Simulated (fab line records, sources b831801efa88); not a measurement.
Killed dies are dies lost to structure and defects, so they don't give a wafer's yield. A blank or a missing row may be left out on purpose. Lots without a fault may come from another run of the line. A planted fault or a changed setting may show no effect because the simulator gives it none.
fab line records | flow sky130
record lots=6 wafers=18 last_day=51
route steps=708 shown CONTACT@425 METAL1@434 PAD_OPEN@708
lots that met no fault: from a run of the same line without faults
start_h: hours from the record's first day to the start of the lot's first wafer shown | wait_h: hours since the lot's step before | " the same as in the row above | L1.1+2: a row that stands for several wafers | - no value, or no start given | * or withheld: withheld | < > ~ a bound
route shown NAME@n: a module of which the file shows steps, and the number in the route of the first | usual: mean/standard deviation of fault-free wafers | same: alike in all rows | chamber/n: place in a boat | sites: the reading at each site | _std_site: their standard deviation | _edge_site: outer sites' mean less inner sites' | radius_mm: how far each site lies from the wafer's centre | mask NAME#n: copy n | behind: the tool/chamber that last shaped the wafer | hold: why the lot was held/for how many hours/how that ended | device: the transistor (n, p or np) that didn't switch | end of line: the same wafers' tests at the end of the route | a step without rows: its recipe alone | killed: dies lost to structure and defects at the first sort, not the wafer's yield | map: a wafer's dies, x killed, . not, _ none there
set.NAME: the setting as run; set.NAME@STEP: as run at that earlier step | model.NAME: the simulator's own value behind a step, which no gauge read
lots at some steps of the route; a table a step, a row a wafer
services: from which hour (start_h, from the record's first day; less than 0 if before it) a tool's chamber was out of use, for how many hours, and why
## steps
# step SKY_CONTACT_STRIP_19
# recipe chemistry=O2/N2 power_w=1400 pressure_mtorr=1500 platen_temp_c=withheld o2_flow_sccm=3000 n2_flow_sccm=300 overash_fraction=0.5
# usual drypump_motor_current_A=5.8/0.44 o2_flow_sccm=2998/8.9 oes_product_au=0.381/0.0044 strip_time_to_endpoint_s=3.621/0.026
# columns lot.wafer tool chamber start_h wait_h drypump_motor_current_A o2_flow_sccm oes_product_au rf_hours_counter_h strip_time_to_endpoint_s
L664.2 plasma_asher-01 0 792.95 - 6.3 2998 0.383 36 3.617
L664.3 " 0 " " 6.3 3005 0.388 - 3.678
L664.6 " 1 " " 5.6 2994 0.379 - 3.646
L665.1 plasma_asher-04 0 794.27 - 5.1 2982 0.385 67 3.676
L665.2 " 1 " " 5.6 2999 0.384 67 3.647
L665.4 " 0 " " 5.1 2990 0.386 - 3.686
L677.1 plasma_asher-04 0 880.75 - 5.1 3019 0.383 75 3.571
L677.4 " 1 " " 5.6 2998 0.384 - 3.601
L677.5 " 0 " " 5.1 3012 0.375 - 3.602
L678.4 plasma_asher-01 0 888.94 - 6.3 3013 0.376 - 3.608
L678.5 " 0 " " 6.3 2999 0.377 - 3.615
L678.6 " 1 " " 5.6 2998 0.376 - 3.613
L679.2 plasma_asher-04 1 895.52 - 5.6 3002 0.372 77 3.574
L679.3 " 0 " " 5.1 3000 0.377 - 3.596
L679.4 " 1 " " 5.6 2998 0.377 - 3.573
L680.3 plasma_asher-04 0 949.79 - 5.1 3001 0.380 - 3.609
L680.4 " 1 " " 5.6 2992 0.380 - 3.584
L680.5 " 1 " " 5.6 2993 0.378 - 3.607
# step SKY_CONTACT_STRIP_20
# recipe chemistry=post_etch_residue_remover time_s=1200 temp_c=72.5
# step SKY_CONTACT_CLEAN_21
# recipe chemistry=IPA time_s=180 temp_c=25
# step SKY_CONTACT_CLEAN_22
# recipe chemistry=O3/DIW dry=n2_spin
# step SKY_CONTACT_SPUTTER_23
# recipe material=TiN target_thk_nm=20 chamber_pressure_pa=5 power_w=4000 time_s=80
# step SKY_CONTACT_CVD_24
# recipe material=W target_thk_nm=340 time_s=102.12 temp_c=400 pressure_torr=40
# usual heater_power_outer_w=531/64 heater_power_w=866/87 susceptor_temp_C=400.00/0.21
# columns lot.wafer tool chamber start_h wait_h heater_power_outer_w heater_power_w susceptor_temp_C
L664.2 cvd_w-02 1 793.64 0.0 610 965 400.01
L664.3 " 1 " " 608 970 400.00
L664.6 " 0 " " 560 898 399.85
L665.1 cvd_w-01 1 794.96 0.0 538 890 399.94
L665.2 " 0 " " 427 733 399.77
L665.4 " 0 " " 434 736 399.87
L677.1 cvd_w-01 0 881.44 0.0 423 727 400.13
L677.4 " 0 " " 437 718 400.12
L677.5 " 1 " " 540 858 399.94
L678.4 cvd_w-01 1 889.59 0.1 554 890 400.42
L678.5 " 1 " " 552 914 400.27
L678.6 " 0 " " 439 741 400.16
L679.2 cvd_w-01 1 896.17 0.0 545 873 400.15
L679.3 " 0 " " 443 758 400.17
L679.4 " 1 " " 552 867 400.31
L680.3 cvd_w-02 1 950.45 0.1 527 902 399.87
L680.4 " 0 " " 526 846 400.24
L680.5 " 1 " " 526 860 400.16
# step SKY_CONTACT_RS_MEAS_25
# recipe thk_meas_gauge=four-point-probe reads=W_of_CONTACT_CVD_24+TiN_of_CONTACT_SPUTTER_23
# usual CONTACT_W_RS=0.338/0.0031
# columns lot.wafer tool chamber start_h wait_h CONTACT_W_RS[ohm/sq]
L664.2 film_metro-02 - 793.77 0.1 0.337
L664.3 " - " " 0.338
L664.6 " - " " 0.334
L665.1 film_metro-02 - 795.07 0.1 0.335
L665.2 " - " " 0.333
L665.4 " - " " 0.335
L677.1 film_metro-04 - 881.55 0.1 0.334
L677.4 " - " " 0.333
L677.5 " - " " 0.333
L678.4 film_metro-03 - 889.72 0.1 0.344
L678.5 " - " " 0.345
L678.6 " - " " 0.341
L679.2 film_metro-04 - 896.30 0.1 0.335
L679.3 " - " " 0.337
L679.4 " - " " 0.340
L680.3 film_metro-02 - 950.56 0.1 0.341
L680.4 " - " " 0.337
L680.5 " - " " 0.345
# step SKY_CONTACT_THK_MEAS_26
# recipe thk_meas_gauge=xrf reads=W_of_CONTACT_CVD_24
# usual CONTACT_W_THK=344/3.4
# columns lot.wafer tool chamber start_h wait_h CONTACT_W_THK[nm]
L664.2 film_metro-02 - 793.88 0.1 348
L664.3 " - " " 346
L664.6 " - " " 347
L665.1 film_metro-02 - 795.19 0.1 348
L665.2 " - " " 351
L665.4 " - " " 349
L677.1 film_metro-04 - 881.67 0.1 342
L677.4 " - " " 343
L677.5 " - " " 344
L678.4 film_metro-03 - 889.81 0.1 340
L678.5 " - " " 340
L678.6 " - " " 345
L679.2 film_metro-04 - 896.41 0.1 347
L679.3 " - " " 345
L679.4 " - " " 344
L680.3 film_metro-02 - 950.66 0.1 343
L680.4 " - " " 346
L680.5 " - " " 338
# step SKY_CONTACT_CMP_27
# recipe stop_on=SiO2 t_overpolish_s=15 down_force_psi=3.5 platen_rpm=60 target_thk_nm=0 pad_velocity_m_s=0.94248
# step SKY_METAL1_SPUTTER_00
# recipe material=Ti target_thk_nm=15 power_w=3000 time_s=10 chamber_pressure_pa=0.4
# step SKY_METAL1_SPUTTER_01
# recipe material=TiN target_thk_nm=20 power_w=6500 time_s=16.7 chamber_pressure_pa=0.4
# usual throttle_valve_pct=30.7/1.1
# columns lot.wafer tool chamber start_h wait_h throttle_valve_pct
L664.2 pvd_sputter-03 - 794.25 0.0 33.0
L664.3 " - " " 31.0
L664.6 " - " " 33.0
L665.1 pvd_sputter-01 - 795.57 0.0 29.6
L665.2 " - " " 30.3
L665.4 " - " " 30.3
L677.1 pvd_sputter-03 - 882.05 0.0 33.0
L677.4 " - " " 31.1
L677.5 " - " " 31.1
L678.4 pvd_sputter-03 - 890.17 0.0 29.7
L678.5 " - " " 31.3
L678.6 " - " " 31.4
L679.2 pvd_sputter-01 - 896.78 0.0 29.8
L679.3 " - " " 30.2
L679.4 " - " " 29.9
L680.3 pvd_sputter-01 - 951.02 0.0 30.0
L680.4 " - " " 29.5
L680.5 " - " " 30.3
# step SKY_METAL1_SPUTTER_02
# recipe material=AlCu target_thk_nm=250 power_w=10600 time_s=13.3 chamber_pressure_pa=0.4
# usual throttle_valve_pct=30.7/1.1
# columns lot.wafer tool chamber start_h wait_h throttle_valve_pct
L664.2 pvd_sputter-03 - 794.28 0.0 33.1
L664.3 " - " " 31.0
L664.6 " - " " 33.0
L665.1 pvd_sputter-01 - 795.60 0.0 29.2
L665.2 " - " " 30.3
L665.4 " - " " 30.2
L677.1 pvd_sputter-03 - 882.08 0.0 32.9
L677.4 " - " " 31.3
L677.5 " - " " 31.5
L678.4 pvd_sputter-03 - 890.19 0.0 29.7
L678.5 " - " " 30.9
L678.6 " - " " 31.5
L679.2 pvd_sputter-01 - 896.81 0.0 29.6
L679.3 " - " " 30.3
L679.4 " - " " 29.9
L680.3 pvd_sputter-01 - 951.05 0.0 30.3
L680.4 " - " " 29.3
L680.5 " - " " 30.4
# step SKY_METAL1_SPUTTER_03
# recipe material=Ti target_thk_nm=5 power_w=3000 time_s=3.3 chamber_pressure_pa=0.4
# usual throttle_valve_pct=30.7/1.1
# columns lot.wafer tool chamber start_h wait_h throttle_valve_pct model.Ti_of_METAL1_SPUTTER_03.thk_nm
L664.2 pvd_sputter-03 - 794.30 0.0 32.8 4.904
L664.3 " - " " 30.7 4.908
L664.6 " - " " 32.9 4.921
L665.1 pvd_sputter-01 - 795.62 0.0 29.6 4.93
L665.2 " - " " 30.3 4.912
L665.4 " - " " 30.4 5.048
L677.1 pvd_sputter-03 - 882.10 0.0 32.6 4.122
L677.4 " - " " 31.0 4.262
L677.5 " - " " 31.3 4.226
L678.4 pvd_sputter-03 - 890.22 0.0 29.5 4.259
L678.5 " - " " 31.2 4.374
L678.6 " - " " 31.4 4.408
L679.2 pvd_sputter-01 - 896.83 0.0 29.8 5.158
L679.3 " - " " 30.3 5.301
L679.4 " - " " 29.8 5.278
L680.3 pvd_sputter-01 - 951.07 0.0 30.4 5.069
L680.4 " - " " 29.6 4.978
L680.5 " - " " 30.2 5.072
# step SKY_METAL1_SPUTTER_04
# recipe material=TiN target_thk_nm=70 power_w=6500 time_s=58.3 chamber_pressure_pa=0.4
# usual throttle_valve_pct=30.7/1.1
# columns lot.wafer tool chamber start_h wait_h throttle_valve_pct
L664.2 pvd_sputter-03 - 794.32 0.0 33.0
L664.3 " - " " 31.1
L664.6 " - " " 33.1
L665.1 pvd_sputter-01 - 795.64 0.0 29.4
L665.2 " - " " 30.3
L665.4 " - " " 30.3
L677.1 pvd_sputter-03 - 882.12 0.0 33.1
L677.4 " - " " 30.9
L677.5 " - " " 31.6
L678.4 pvd_sputter-03 - 890.24 0.0 29.6
L678.5 " - " " 30.7
L678.6 " - " " 31.6
L679.2 pvd_sputter-01 - 896.85 0.0 29.3
L679.3 " - " " 30.4
L679.4 " - " " 30.0
L680.3 pvd_sputter-01 - 951.09 0.0 30.4
L680.4 " - " " 29.6
L680.5 " - " " 30.6
# step SKY_PAD_OPEN_PROBE_99
# usual defect_limited_yield=82.1/1.8 killed_at_M0_to_M3=45/6.9 killed_at_M4_up=3.2/1.8 killed_at_contacts=25/5.3 killed_at_front_end=16/4.3 killed_at_other=0.2/0.52 killed_dies=88/8.7 killed_open=48/6.5 killed_short=40/6 sort_bin_3_pad_short=0.9/0.4 sort_bin_5_function=10.8/1.5 sort_bin_6_memory=6.3/1 sort_n_pass=404/8.7 sort_yield_pct=82.1/1.8
# same gross_dies=492 killed_at_back_side=0 sort_bin_4_leakage[%]=0 sort_bin_8_speed[%]=0
# columns lot.wafer tool chamber start_h wait_h defect_limited_yield[%] killed_at_M0_to_M3 killed_at_M4_up killed_at_contacts killed_at_front_end killed_at_other killed_dies killed_open killed_short sort_bin_3_pad_short[%] sort_bin_5_function[%] sort_bin_6_memory[%] sort_n_pass sort_yield_pct[%]
L665.1 prober-02 - 1117.89 0.1 84.1 38 3 26 11 0 78 42 35 0.4 9.8 5.7 414 84.1
L665.2 prober-02 - 1117.94 0.1 83.3 46 3 17 16 0 82 46 35 0 10.6 6.1 410 83.3
L665.4 prober-02 - 1118.04 0.2 80.3 44 4 27 22 0 97 59 38 1.0 11.2 7.5 395 80.3
L679.2 prober-02 - 1187.06 0.1 83.9 31 5 27 16 0 79 43 36 0 10.6 5.5 413 83.9
L679.3 prober-02 - 1187.11 0.2 81.1 55 1 24 13 0 93 57 36 1.0 11.8 6.1 399 81.1
L679.4 prober-02 - 1187.16 0.2 81.7 48 2 26 14 0 90 45 45 0.8 11.0 6.5 402 81.7
L680.3 prober-01 - 1225.84 0.2 81.3 51 2 31 8 0 92 48 44 0.4 10.4 7.9 400 81.3
L680.4 prober-01 - 1225.89 0.2 82.9 37 2 26 19 0 84 42 42 0.8 12.2 4.1 408 82.9
L680.5 prober-01 - 1225.94 0.2 82.3 57 2 18 10 0 87 44 41 1.8 10.0 5.9 405 82.3
# killed by level:class
L665.1 LI_CONTACT:geometric_particle:open=9 CONTACT:geometric_particle:open=9 VIA1:geometric_particle:open=7 METAL1:geometric_particle:short=5 METAL2:geometric_particle:short=5 POLY_GATE:geometric_particle:open=4 VIA2:geometric_particle:open=4 VIA3:geometric_particle:open=4
L665.2 VIA1:geometric_particle:open=10 METAL1:geometric_particle:short=8 CONTACT:geometric_particle:open=7 METAL2:geometric_particle:short=7 FIELD_ISO:geometric_particle:open=6 LI_CONTACT:geometric_particle:open=6 VIA2:geometric_particle:open=4 VIA3:geometric_particle:open=4
L665.4 POLY_GATE:geometric_particle:open=11 LI_CONTACT:geometric_particle:open=8 VIA1:geometric_particle:open=8 METAL2:geometric_particle:open=7 VIA3:geometric_particle:open=6 METAL2:geometric_particle:short=6 FIELD_ISO:geometric_particle:open=5 LI_CONTACT:geometric_particle:short=5
L679.2 CONTACT:geometric_particle:open=13 VIA1:geometric_particle:open=9 LI_CONTACT:geometric_particle:open=6 FIELD_ISO:geometric_particle:short=5 METAL1:geometric_particle:short=5 METAL4:geometric_particle:short=5 METAL2:geometric_particle:short=5 VIA1:geometric_particle:short=4
L679.3 VIA1:geometric_particle:open=17 CONTACT:geometric_particle:open=11 VIA1:geometric_particle:short=8 VIA2:geometric_particle:open=7 LI_CONTACT:geometric_particle:open=5 METAL1:geometric_particle:short=5 METAL2:geometric_particle:short=5 VIA2:geometric_particle:short=5
L679.4 METAL2:geometric_particle:short=11 CONTACT:geometric_particle:open=11 VIA1:geometric_particle:short=10 LI_CONTACT:geometric_particle:open=7 VIA1:geometric_particle:open=6 VIA3:geometric_particle:open=6 METAL1:geometric_particle:short=5 VIA2:geometric_particle:open=5
L680.3 CONTACT:geometric_particle:open=12 VIA2:geometric_particle:open=10 VIA1:geometric_particle:open=9 VIA2:geometric_particle:short=7 CONTACT:geometric_particle:short=7 LOCAL_INTERCONNECT:geometric_particle:short=6 METAL1:geometric_particle:short=6 LI_CONTACT:geometric_particle:open=5
L680.4 LI_CONTACT:geometric_particle:open=7 VIA2:geometric_particle:open=7 VIA1:geometric_particle:open=7 FIELD_ISO:geometric_particle:short=5 LOCAL_INTERCONNECT:geometric_particle:short=5 CONTACT:geometric_particle:open=5 CONTACT:geometric_particle:short=5 VIA2:geometric_particle:short=5
L680.5 VIA1:geometric_particle:open=20 VIA1:geometric_particle:short=11 METAL2:geometric_particle:short=6 VIA2:geometric_particle:open=5 CONTACT:geometric_particle:open=5 LI_CONTACT:geometric_particle:open=4 LOCAL_INTERCONNECT:geometric_particle:short=4 CONTACT:geometric_particle:short=4
## services
# columns tool chamber start_h hours kind
cvd_w-02 1 775.87 3.8 repair
pvd_sputter-03 - 780.42 9.9 repair
pvd_sputter-01 - 789.67 2.1 repair
plasma_asher-04 - 820.76 11.2 pm
pvd_sputter-03 1 820.89 - consumable_replace:kit
pvd_sputter-03 1 820.89 18.0 scheduled_down
pvd_sputter-03 1 820.89 18.0 vent_cycle
cvd_w-02 - 830.86 1.9 repair
pvd_sputter-01 - 837.56 9.8 repair
cvd_w-01 - 844.42 0.9 repair
cvd_w-02 - 849.60 6.0 pm
cvd_w-02 - 904.11 14.0 pm
cvd_w-02 0 904.11 14.0 vent_cycle
cvd_w-02 1 904.11 14.0 vent_cycle
pvd_sputter-03 - 917.11 9.1 repair
cvd_w-02 0 918.11 - clean
cvd_w-02 1 918.11 - clean
plasma_asher-01 - 920.76 10.1 pm
cvd_w-02 - 921.73 1.2 repair
pvd_sputter-01 1 940.97 - consumable_replace:kit
pvd_sputter-01 1 940.97 18.0 scheduled_down
pvd_sputter-01 1 940.97 18.0 vent_cycle
## key
first_sign none at tools or gauges
model_effect step=SKY_METAL1_SPUTTER_03 value=Ti_of_METAL1_SPUTTER_03.thk_nm without=5.074 struck=4.275
met_at SKY_METAL1_SPUTTER_03
struck_wafers L677.1,L677.4,L677.5,L678.4,L678.5,L678.6
onset_between 794.30 882.10
also_fits SKY_METAL1_SPUTTER_01:pvd_sputter-03,SKY_METAL1_SPUTTER_02:pvd_sputter-03
fault kind=process_parameter_drift tool=pvd_sputter-03 chamber=- onset_h=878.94 steps=SKY_METAL1_SPUTTER_03 channel=time_s offset=* shape=step end_h=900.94 acts_in=* stated=*
